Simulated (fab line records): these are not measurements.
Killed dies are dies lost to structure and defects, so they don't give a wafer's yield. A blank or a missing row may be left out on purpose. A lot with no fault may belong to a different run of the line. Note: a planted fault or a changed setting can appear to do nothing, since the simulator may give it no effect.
fab line records	flow sky130
record: lots: 13	wafers: 39	last_day: 50
route steps=708 shown DNWELL@42 NWELL@63 PAD_OPEN@708
lots that met no fault: from a run of the same line without faults
start_h: hours from the record's opening day to when the first of the lot's shown wafers began	wait_h: how many hours have passed since the lot's step before this one	" identical to the entry in the row above	L1.1+2: a single row standing in for several wafers	- either no value or no given start	* or withheld: withheld	< > ~ a bound
route shown NAME@n: names a module that has steps shown in the file, with the first one's number in the route	usual: the fault-free wafers' mean and standard deviation	same: alike in all rows	chamber/n: place in a boat	sites: each site's reading	_std_site: their standard deviation	_edge_site: inner sites' mean taken away from outer sites' mean	radius_mm: how far each site lies from the wafer's centre	mask NAME#n: copy n	behind: the last tool/chamber to shape the wafer	hold: why the lot was held/for how many hours/how that ended	device: the transistor (n, p or np) that didn't switch	end of line: the tests these same wafers got at the end of their route	where a step has no rows: the recipe by itself	killed: dies lost to structure and defects at the first sort, not the wafer's yield	map: the dies of a wafer, with x for killed, . for not killed, _ for no die there
set.NAME: setting as actually run; set.NAME@STEP: the setting as run at that earlier step	model.NAME: the simulator's own value behind a step, which no gauge read
a sample of lots followed through the steps of the route, with each step as a table and each wafer as a row
services: the hour from which a tool's chamber was out of use, counted from the record's first day as start_h (under 0 if before that day), plus the number of hours and why
== steps ==
step: SKY_DNWELL_IMPLANT_07
recipe: species: P	energy_kev: withheld	dose_cm2: withheld	tilt_deg: withheld
lot.wafer	tool	chamber	start_h	wait_h
L584.1+2+5	implanter-04	0	55.79	-
L585.2+3+6	implanter-03	0	57.30	-
L586.3+5+6	implanter-01	0	61.04	-
L587.2+3+5	implanter-03	0	70.29	-
L588.1+4+6	implanter-04	0	75.72	-
L596.1+2+5	implanter-01	0	117.17	-
L598.3+5+6	implanter-01	0	127.07	-
L599.1+2+4	implanter-03	0	133.12	-
L601.3+4+6	implanter-03	0	143.07	-
L602.2+4+6	implanter-03	0	150.56	-
L604.1+3+5	implanter-03	0	160.29	-
L605.3+4+5	implanter-03	0	164.69	-
L606.2+3+4	implanter-03	0	171.69	-
step: SKY_DNWELL_STRIP_08
recipe: chemistry: O2/N2	power_w: 1400	pressure_mtorr: 1500	platen_temp_c: withheld	o2_flow_sccm: 3000	n2_flow_sccm: 300	overash_fraction: 0.5
usual: drypump_motor_current_A: 5.7/0.4	oes_product_au: 0.723/0.0046	strip_time_to_endpoint_s: 36.93/0.096
lot.wafer	tool	chamber	start_h	wait_h	drypump_motor_current_A	oes_product_au	rf_hours_counter_h	strip_time_to_endpoint_s
L584.1	plasma_asher-04	1	55.94	0.1	5.8	0.729	38	36.81
L584.2	"	0	"	"	5.4	0.725	38	36.97
L584.5	"	1	"	"	5.8	0.729	-	36.85
L585.2	plasma_asher-01	1	57.42	0.1	5.7	0.709	36	36.91
L585.3	"	0	"	"	5.0	0.718	-	36.81
L585.6	"	1	"	"	5.6	0.723	-	37.02
L586.3	plasma_asher-01	1	61.17	0.1	5.6	0.721	-	36.83
L586.5	"	1	"	"	5.6	0.717	-	36.88
L586.6	"	0	"	"	5.1	0.729	-	36.82
L587.2	plasma_asher-04	1	70.42	0.1	5.7	0.717	40	36.83
L587.3	"	0	"	"	5.4	0.723	-	36.87
L587.5	"	1	"	"	5.8	0.724	-	36.82
L588.1	plasma_asher-01	0	75.87	0.1	5.1	0.719	38	37.05
L588.4	"	0	"	"	5.1	0.731	-	36.98
L588.6	"	0	"	"	5.1	0.721	-	37.06
L596.1	plasma_asher-02	0	117.32	0.1	6.4	0.725	30	36.86
L596.2	"	1	"	"	5.8	0.716	30	36.85
L596.5	"	0	"	"	6.4	0.720	-	36.89
L598.3	plasma_asher-02	1	127.21	0.1	5.8	0.722	-	37.05
L598.5	"	0	"	"	6.4	0.714	-	36.92
L598.6	"	1	"	"	5.8	0.717	-	37.06
L599.1	plasma_asher-04	0	133.27	0.1	5.5	0.719	46	36.82
L599.2	"	1	"	"	5.8	0.723	46	36.79
L599.4	"	1	"	"	5.8	0.718	-	36.91
L601.3	plasma_asher-02	0	143.20	0.1	6.4	0.726	-	37.09
L601.4	"	1	"	"	5.8	0.733	-	37.08
L601.6	"	1	"	"	5.8	0.721	-	36.99
L602.2	plasma_asher-01	0	150.69	0.1	5.1	0.726	3	36.94
L602.4	"	0	"	"	5.0	0.728	-	36.91
L602.6	"	0	"	"	5.1	0.726	-	36.87
L604.1	plasma_asher-02	1	160.44	0.1	5.8	0.715	34	36.70
L604.3	"	1	"	"	5.8	0.731	-	36.79
L604.5	"	1	"	"	5.8	0.721	-	36.80
L605.3	plasma_asher-01	1	164.82	0.1	5.6	0.720	-	36.93
L605.4	"	0	"	"	5.1	0.731	-	37.06
L605.5	"	1	"	"	5.6	0.724	-	36.91
L606.2	plasma_asher-04	1	171.82	0.1	5.8	0.724	50	37.08
L606.3	"	0	"	"	5.4	0.728	-	37.02
L606.4	"	1	"	"	5.8	0.722	-	37.07
step: SKY_DNWELL_TW_MEAS_09
usual: DNWELL_TW: 1115/7.3
lot.wafer	tool	chamber	start_h	wait_h	DNWELL_TW
L584.1	film_metro-02	-	56.04	0.1	1104
L584.2	"	-	"	"	1101
L584.5	"	-	"	"	1097
L585.2	film_metro-03	-	57.53	0.1	1104
L585.3	"	-	"	"	1100
L585.6	"	-	"	"	1108
L586.3	film_metro-02	-	61.26	0.1	1106
L586.5	"	-	"	"	1104
L586.6	"	-	"	"	1107
L587.2	film_metro-01	-	70.53	0.1	1125
L587.3	"	-	"	"	1124
L587.5	"	-	"	"	1132
L588.1	film_metro-01	-	75.97	0.1	1116
L588.4	"	-	"	"	1107
L588.6	"	-	"	"	1114
L596.1	film_metro-03	-	117.42	0.1	1087
L596.2	"	-	"	"	1085
L596.5	"	-	"	"	1086
L598.3	film_metro-02	-	127.29	0.1	1093
L598.5	"	-	"	"	1089
L598.6	"	-	"	"	1087
L599.1	film_metro-03	-	133.37	0.1	1117
L599.2	"	-	"	"	1110
L599.4	"	-	"	"	1109
L601.3	film_metro-01	-	143.29	0.1	1110
L601.4	"	-	"	"	1106
L601.6	"	-	"	"	1112
L602.2	film_metro-03	-	150.80	0.1	1116
L602.4	"	-	"	"	1117
L602.6	"	-	"	"	1112
L604.1	film_metro-02	-	160.54	0.1	1116
L604.3	"	-	"	"	1112
L604.5	"	-	"	"	1115
L605.3	film_metro-01	-	164.91	0.1	1120
L605.4	"	-	"	"	1125
L605.5	"	-	"	"	1122
L606.2	film_metro-03	-	171.93	0.1	1120
L606.3	"	-	"	"	1125
L606.4	"	-	"	"	1115
step: SKY_NWELL_OVL_MEAS_10
usual: NWELL_00_OVL: 0.1/1.5
lot.wafer	tool	chamber	start_h	wait_h	NWELL_00_OVL[nm]
L584.1	overlay-02	-	88.33	-	1.0
L584.2	"	-	"	"	0.2
L584.5	"	-	"	"	0.7
L585.2	overlay-01	-	89.44	-	0.2
L585.3	"	-	"	"	0.5
L585.6	"	-	"	"	-0.4
L586.3	overlay-02	-	93.69	-	2.0
L586.5	"	-	"	"	2.6
L586.6	"	-	"	"	1.7
L587.2	overlay-02	-	104.63	-	-0.8
L587.3	"	-	"	"	-1.9
L587.5	"	-	"	"	-2.3
L588.1	overlay-01	-	110.77	-	-1.0
L588.4	"	-	"	"	0.0
L588.6	"	-	"	"	-0.3
L596.1	overlay-02	-	155.22	-	-0.8
L596.2	"	-	"	"	-1.5
L596.5	"	-	"	"	-2.3
L598.3	overlay-02	-	166.45	-	1.4
L598.5	"	-	"	"	1.9
L598.6	"	-	"	"	2.3
L599.1	overlay-01	-	173.04	-	-0.9
L599.2	"	-	"	"	-1.1
L599.4	"	-	"	"	-0.2
L601.3	overlay-01	-	184.50	-	2.0
L601.4	"	-	"	"	0.4
L601.6	"	-	"	"	0.0
L602.2	overlay-02	-	191.18	-	0.2
L602.4	"	-	"	"	-0.6
L602.6	"	-	"	"	-0.1
L604.1	overlay-01	-	202.97	-	-1.6
L604.3	"	-	"	"	-1.5
L604.5	"	-	"	"	0.0
L605.3	overlay-02	-	207.45	-	-0.2
L605.4	"	-	"	"	-1.1
L605.5	"	-	"	"	-0.4
L606.2	overlay-01	-	213.48	-	3.5
L606.3	"	-	"	"	2.7
L606.4	"	-	"	"	2.4
step: SKY_NWELL_RTA_28
recipe: temp_c: 1050	time_s: 30	idle_temp_c: 650	ramp_up_c_per_s: 150	ramp_down_c_per_s: 90	ambient: N2
usual: lamp_power_pct: 25.31/0.053	wafer_temp_C_max: 1054.9/0.91
lot.wafer	tool	chamber	start_h	wait_h	lamp_power_pct	wafer_temp_C_max
L584.1	rtp_anneal-01	0	106.32	0.0	25.35	1054.8
L584.2	"	0	"	"	25.31	1054.7
L584.5	"	0	"	"	25.35	1054.2
L585.2	rtp_anneal-02	0	107.78	0.0	25.33	1054.3
L585.3	"	0	"	"	25.28	1053.2
L585.6	"	0	"	"	25.31	1054.0
L586.3	rtp_anneal-01	0	112.16	0.0	25.37	1055.4
L586.5	"	0	"	"	25.29	1054.0
L586.6	"	0	"	"	25.33	1055.9
L587.2	rtp_anneal-01	0	123.69	0.0	25.27	1053.4
L587.3	"	0	"	"	25.21	1055.4
L587.5	"	0	"	"	25.24	1054.7
L588.1	rtp_anneal-02	0	130.02	0.0	25.32	1054.8
L588.4	"	0	"	"	25.32	1055.2
L588.6	"	0	"	"	25.29	1055.1
L596.1	rtp_anneal-02	0	177.07	0.0	25.24	1054.6
L596.2	"	0	"	"	25.32	1054.6
L596.5	"	0	"	"	25.23	1054.3
L598.3	rtp_anneal-02	0	187.36	0.0	25.32	1055.2
L598.5	"	0	"	"	25.30	1054.6
L598.6	"	0	"	"	25.26	1055.0
L599.1	rtp_anneal-01	0	194.18	0.0	25.35	1053.4
L599.2	"	0	"	"	25.29	1053.8
L599.4	"	0	"	"	25.22	1055.8
L601.3	rtp_anneal-02	0	206.66	0.0	25.38	1055.3
L601.4	"	0	"	"	25.24	1054.2
L601.6	"	0	"	"	25.26	1055.0
L602.2	rtp_anneal-01	0	213.82	0.0	25.25	1054.8
L602.4	"	0	"	"	25.30	1054.2
L602.6	"	0	"	"	25.34	1055.2
L604.1	rtp_anneal-01	0	225.67	0.0	25.14	1054.9
L604.3	"	0	"	"	25.34	1055.9
L604.5	"	0	"	"	25.32	1055.6
L605.3	rtp_anneal-02	0	231.26	0.0	25.30	1054.1
L605.4	"	0	"	"	25.28	1055.3
L605.5	"	0	"	"	25.25	1054.0
L606.2	rtp_anneal-02	0	236.64	0.0	25.21	1055.0
L606.3	"	0	"	"	25.32	1057.4
L606.4	"	0	"	"	25.26	1054.8
step: SKY_PAD_OPEN_PROBE_99
usual: killed_at_M0_to_M3: 44/7	killed_at_M4_up: 3.0/1.8	killed_at_contacts: 24/4.9	killed_at_front_end: 15/5	killed_at_other: 0.2/0.53	killed_dies: 87/8.7	killed_on_rim: 17/4	killed_open: 48/6.8	killed_short: 39/5.7
same: gross_dies: 492	killed_at_back_side: 0
lot.wafer	tool	chamber	start_h	wait_h	killed_at_M0_to_M3	killed_at_M4_up	killed_at_contacts	killed_at_front_end	killed_at_other	killed_dies	killed_on_rim	killed_open	killed_short
L601.3	prober-02	-	1171.44	0.2	54	3	29	16	0	102	20	58	44
L601.4	prober-02	-	1171.49	0.2	47	4	24	17	0	92	21	45	47
L601.6	prober-02	-	1171.59	0.2	53	3	18	13	0	87	15	38	49
L602.2	prober-01	-	1175.18	0.1	37	4	32	17	0	90	11	48	42
L602.4	prober-01	-	1175.28	0.2	50	5	23	21	0	99	15	53	46
L602.6	prober-01	-	1175.38	0.2	51	5	25	10	1	92	29	50	42
L604.1	prober-01	-	1186.01	0.1	44	4	23	9	0	80	17	49	31
L604.3	prober-01	-	1186.11	0.2	41	0	33	13	0	87	17	45	42
L604.5	prober-01	-	1186.21	0.2	59	0	17	12	1	89	19	54	35
killed by level:class
L601.3 CONTACT:geometric_particle:open=15 VIA3:geometric_particle:open=11 VIA1:geometric_particle:open=10 VIA1:geometric_particle:short=7 FIELD_ISO:geometric_particle:short=6 CONTACT:geometric_particle:short=5 METAL2:geometric_particle:short=5 VIA2:geometric_particle:open=5
L601.4 VIA1:geometric_particle:open=10 CONTACT:geometric_particle:short=9 POLY_GATE:geometric_particle:short=7 LI_CONTACT:geometric_particle:open=6 CONTACT:geometric_particle:open=6 METAL1:geometric_particle:short=6 METAL2:geometric_particle:short=6 VIA2:geometric_particle:open=6
L601.6 VIA1:geometric_particle:short=11 VIA1:geometric_particle:open=10 VIA3:geometric_particle:open=9 METAL2:geometric_particle:short=8 LI_CONTACT:geometric_particle:open=5 CONTACT:geometric_particle:short=5 FIELD_ISO:geometric_particle:short=4 FIELD_ISO:geometric_particle:open=3
L602.2 VIA1:geometric_particle:open=10 LI_CONTACT:geometric_particle:open=9 CONTACT:geometric_particle:open=9 CONTACT:geometric_particle:short=8 METAL1:geometric_particle:short=7 VIA2:geometric_particle:open=5 LOCAL_INTERCONNECT:geometric_particle:short=5 FIELD_ISO:geometric_particle:short=4
L602.4 CONTACT:geometric_particle:open=11 VIA1:geometric_particle:open=9 VIA2:geometric_particle:open=9 VIA3:geometric_particle:open=7 FIELD_ISO:geometric_particle:short=6 POLY_GATE:geometric_particle:short=6 VIA3:geometric_particle:short=5 METAL3:geometric_particle:short=5
L602.6 VIA1:geometric_particle:short=11 CONTACT:geometric_particle:open=10 VIA1:geometric_particle:open=10 LI_CONTACT:geometric_particle:open=9 VIA2:geometric_particle:open=7 METAL2:geometric_particle:short=5 METAL4:geometric_particle:short=5 POLY_GATE:geometric_particle:open=4
L604.1 VIA3:geometric_particle:open=9 LI_CONTACT:geometric_particle:open=8 CONTACT:geometric_particle:open=8 VIA1:geometric_particle:open=7 VIA1:geometric_particle:short=6 METAL2:geometric_particle:short=5 VIA2:geometric_particle:open=5 FIELD_ISO:geometric_particle:open=3
L604.3 CONTACT:geometric_particle:open=13 VIA1:geometric_particle:open=10 LI_CONTACT:geometric_particle:open=8 LOCAL_INTERCONNECT:geometric_particle:short=5 METAL1:geometric_particle:short=5 METAL2:geometric_particle:short=5 VIA3:geometric_particle:open=5 POLY_GATE:geometric_particle:short=4
L604.5 VIA1:geometric_particle:open=15 VIA3:geometric_particle:open=12 CONTACT:geometric_particle:open=9 METAL1:geometric_particle:short=8 VIA2:geometric_particle:open=5 FIELD_ISO:geometric_particle:short=4 METAL2:geometric_particle:open=4 POLY_GATE:geometric_particle:open=3
== services ==
tool	chamber	start_h	hours	kind
implanter-01	-	50.20	0.5	repair
implanter-01	-	87.15	14.8	pm
plasma_asher-01	-	108.75	9.0	pm
plasma_asher-01	0	108.75	9.0	vent_cycle
plasma_asher-01	1	108.75	9.0	vent_cycle
plasma_asher-01	0	117.75	-	clean
plasma_asher-01	1	117.75	-	clean
plasma_asher-01	-	121.61	2.8	pm
rtp_anneal-02	-	121.88	4.9	pm
plasma_asher-01	-	124.45	1.0	repair
implanter-04	-	143.47	16.1	pm
plasma_asher-02	-	172.60	19.1	repair
implanter-04	-	177.29	6.5	pm
plasma_asher-02	-	186.30	5.3	repair
implanter-03	-	204.08	2.4	repair
rtp_anneal-01	-	204.67	4.1	pm
== key ==
first_sign: step: SKY_DNWELL_TW_MEAS_09	reading: DNWELL_TW	direction: down	sigmas: 3.7	usual: 1115	struck: 1088
effect none on later readings
met_at SKY_DNWELL_IMPLANT_07
struck_lots L596,L598
tester_left_out L596,L598
not_acting_at SKY_DNWELL_STRIP_08,SKY_NWELL_OVL_MEAS_10,SKY_NWELL_RTA_28
onset_between 61.04 117.17
fault: kind: process_parameter_drift	tool: implanter-01	chamber: -	onset_h: 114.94	steps: SKY_DNWELL_IMPLANT_07	channel: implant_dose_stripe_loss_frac	offset: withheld	shape: step	end_h: 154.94
tester_left_out: of these lots the tester's yield and bins aren't shown, on N5 and GAA mostly nor the transistor test; their killed dies are dies lost to structure and defects alone, not to doping, threshold or leakage, so they don't give the yield
